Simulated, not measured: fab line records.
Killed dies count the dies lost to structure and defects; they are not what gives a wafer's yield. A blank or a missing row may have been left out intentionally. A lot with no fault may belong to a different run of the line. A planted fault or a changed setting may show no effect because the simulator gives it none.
What tool caused it?	flow gf180mcu	42 wafers from 14 lots sampled at 4 of the route's 602 steps

== WHAT THE GAUGES READ, wafer by wafer ==
GF_STI_THK_MEAS_22. Usual: STI_OXIDATION_01_THK typically reads 15.0 nm, with standard deviation 0.34.
lot	measured	on	STI_OXIDATION_01_THK (nm)	flag
L147	day 2 03:43	film-metro-01	14.9 14.8 14.8	
L148	day 2 11:11	film-metro-01	15.3 15.3 15.2	
L150	day 2 21:47	film-metro-04	14.7 14.8 14.8	
L151	day 3 03:07	film-metro-02	15.0 14.7 14.8	
L154	day 3 17:32	film-metro-04	15.5 15.5 15.5	
L156	day 4 02:41	film-metro-01	15.4 15.5 15.4	
L157	day 4 07:35	film-metro-04	14.6 14.8 14.8	
L159	day 4 19:00	film-metro-02	15.2 15.2 15.2	
L160	day 4 22:46	film-metro-01	14.5 14.4 14.7	
L161	day 5 03:16	film-metro-02	15.3 15.1 15.2	
L162	day 5 09:46	film-metro-01	15.1 15.0 15.2	
L163	day 5 13:19	film-metro-04	15.1 15.1 15.3	
L169	day 7 00:28	film-metro-01	15.0 15.1 14.9	
L170	day 7 06:29	film-metro-01	15.4 15.6 15.5	

GF_VT_IMPLANT_OVL_MEAS_29. Usual: VT_IMPLANT_02_OVL typically reads -0.6 nm, with standard deviation 1.5.
lot	measured	on	VT_IMPLANT_02_OVL (nm)	flag
L147	day 6 22:30	overlay-01	-2.3 -0.7 -1.4	
L148	day 7 07:01	overlay-01	-3.3 -3.4 -2.8	
L150	day 8 00:37	overlay-02	-0.4 0.4 1.8	
L151	day 8 01:55	overlay-02	-1.6 0.4 -1.4	
L154	day 8 23:41	overlay-01	0.2 0.3 0.4	
L156	day 9 12:48	overlay-02	-0.5 0.7 -0.3	
L157	day 9 19:12	overlay-02	0.5 1.3 0.8	
L159	day 10 08:43	overlay-02	-0.2 1.2 0.0	
L160	day 10 14:56	overlay-01	-3.7 -3.4 -2.5	
L161	day 10 17:27	overlay-01	-1.3 -0.1 -1.4	
L162	day 11 01:52	overlay-01	2.7 1.9 1.7	
L163	day 11 08:17	overlay-01	1.3 -0.2 -0.4	
L169	day 13 07:19	overlay-02	0.0 0.6 0.0	
L170	day 13 15:34	overlay-01	-1.7 -1.2 -2.4	

== WHICH TOOL RAN EACH LOT (tool, then ch and the chambers of the sampled wafers, then the start) ==
lot	GF_STI_WET_ETCH_17	GF_VT_IMPLANT_STRIP_09
L147	wet-bench-03 ch 0, day 2 02:12	plasma-asher-03 ch 0,1, day 5 15:20
L148	wet-bench-04 ch 0, day 2 08:57	plasma-asher-04 ch 0,1, day 5 22:50
L150	wet-bench-01 ch 0, day 2 18:03	plasma-asher-01 ch 0,1, day 6 16:53
L151	wet-bench-01 ch 1, day 2 23:30	plasma-asher-01 ch 0,1, day 6 18:26
L154	wet-bench-01 ch 1, day 3 14:56	plasma-asher-03 ch 0,1, day 7 14:05
L156	wet-bench-01 ch 0, day 4 01:05	plasma-asher-04 ch 0,1, day 8 01:35
L157	wet-bench-01 ch 1, day 4 06:05	plasma-asher-01 ch 0,1, day 8 08:32
L159	wet-bench-01 ch 0, day 4 17:32	plasma-asher-01 ch 0,1, day 8 20:08
L160	wet-bench-01 ch 1, day 4 21:17	plasma-asher-01 ch 1, day 9 02:37
L161	wet-bench-01 ch 3, day 5 01:47	plasma-asher-01 ch 0,1, day 9 05:04
L162	wet-bench-03 ch 0, day 5 08:18	plasma-asher-03 ch 0,1, day 9 13:20
L163	wet-bench-03 ch 1, day 5 11:50	plasma-asher-04 ch 0,1, day 9 19:29
L169	wet-bench-03 ch 3, day 6 20:27	plasma-asher-03 ch 0,1, day 11 15:23
L170	wet-bench-03 ch 3, day 7 01:17	plasma-asher-03 ch 0,1, day 11 23:41
- GF_STI_WET_ETCH_17: etches Si3N4 in H3PO4, target depth 45 nm, time 514 s.
- GF_VT_IMPLANT_STRIP_09: strips in O2/N2.

== WHAT THE TOOLS THEMSELVES READ (means of the sampled wafers that have a number; where no wafer has one, the mark that the record gives instead) ==
GF_STI_WET_ETCH_17. Usual: run-length-s at 543 s, with a standard deviation of 3.7.
lot	tool	run-length-s (s)	flag
L147	wet-bench-03	549	
L148	wet-bench-04	541	
L150	wet-bench-01	542	
L151	wet-bench-01	539	
L154	wet-bench-01	547	
L156	wet-bench-01	549	
L157	wet-bench-01	547	
L159	wet-bench-01	541	
L160	wet-bench-01	214	OFF
L161	wet-bench-01	215	OFF
L162	wet-bench-03	541	
L163	wet-bench-03	540	
L169	wet-bench-03	539	
L170	wet-bench-03	540	

GF_VT_IMPLANT_STRIP_09. Usual: drypump-motor-current-A 5.5 A, standard deviation 0.49; heater-power-w 348 W, standard deviation 49; o2-flow-sccm 2999 sccm, standard deviation 8.5; oes-product-au 0.716 a.u., standard deviation 0.0044; platen-temp-c 250.02 C, standard deviation 0.19; strip-time-to-endpoint-s 12.63 s, standard deviation 0.033.
lot	tool	drypump-motor-current-A (A)	heater-power-w (W)	o2-flow-sccm (sccm)	oes-product-au (a.u.)	platen-temp-c (C)	strip-time-to-endpoint-s (s)	flag
L147	plasma-asher-03	6.2	281	3004	0.714	249.89	12.66	
L148	plasma-asher-04	5.4	346	2997	0.719	250.29	12.66	
L150	plasma-asher-01	5.3	382	3006	0.719	250.09	12.64	
L151	plasma-asher-01	5.3	375	3001	0.721	249.78	12.64	
L154	plasma-asher-03	6.2	289	2994	0.714	249.97	12.65	
L156	plasma-asher-04	5.3	353	3003	0.718	250.11	12.63	
L157	plasma-asher-01	5.1	368	2996	0.713	250.02	12.61	
L159	plasma-asher-01	5.3	376	2995	0.713	250.05	12.62	
L160	plasma-asher-01	5.4	387	2991	0.719	250.23	12.66	
L161	plasma-asher-01	5.1	365	2997	0.715	249.99	12.65	
L162	plasma-asher-03	6.2	282	2993	0.716	250.03	12.60	
L163	plasma-asher-04	5.3	358	3004	0.716	250.10	12.69	
L169	plasma-asher-03	6.3	331	3007	0.717	249.91	12.63	
L170	plasma-asher-03	6.2	287	3000	0.716	249.77	12.65	

== THE ANSWER, worked out from the rows above alone ==
Rule: a lot counts as off when the mean over its wafers that have a number is more than 3 standard deviations away from the usual mean. Also off: a lot with no number at a reading for which 4 or more lots have one. Any other lot the step has rows for is counted as sound. The gauges are gone through in route order, then the tools' own readings, and for those a lot's mean is taken as printed above. At the first step where some lot is off, the reading lying furthest off is the one used; lots without a number count as furthest.
Off: L160, L161 (GF_STI_WET_ETCH_17, run-length-s).
If a tool, at that step or one of the process steps before it, ran each lot that is off and ran no sound lot following the first of them, it fits. One fits: GF_STI_WET_ETCH_17 on wet-bench-01. A fault onset in the window from L159 (day 4 17:32, its last sound lot) to L160 (day 4 21:17, its first lot off) fits.
On the lots that are off, the tool's own readings at GF_STI_WET_ETCH_17 differ by more than 5 times the standard deviation of the sound lots' means, which bears it out; run-length-s reads 214 s there versus 543 s on the sound lots.

== WHAT THE SIMULATOR HAD PUT IN ==
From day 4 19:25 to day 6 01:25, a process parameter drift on wet-bench-01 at GF_STI_WET_ETCH_17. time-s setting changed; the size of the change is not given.
Lots struck among those shown: L160, L161. The rule given above showed the same thing.
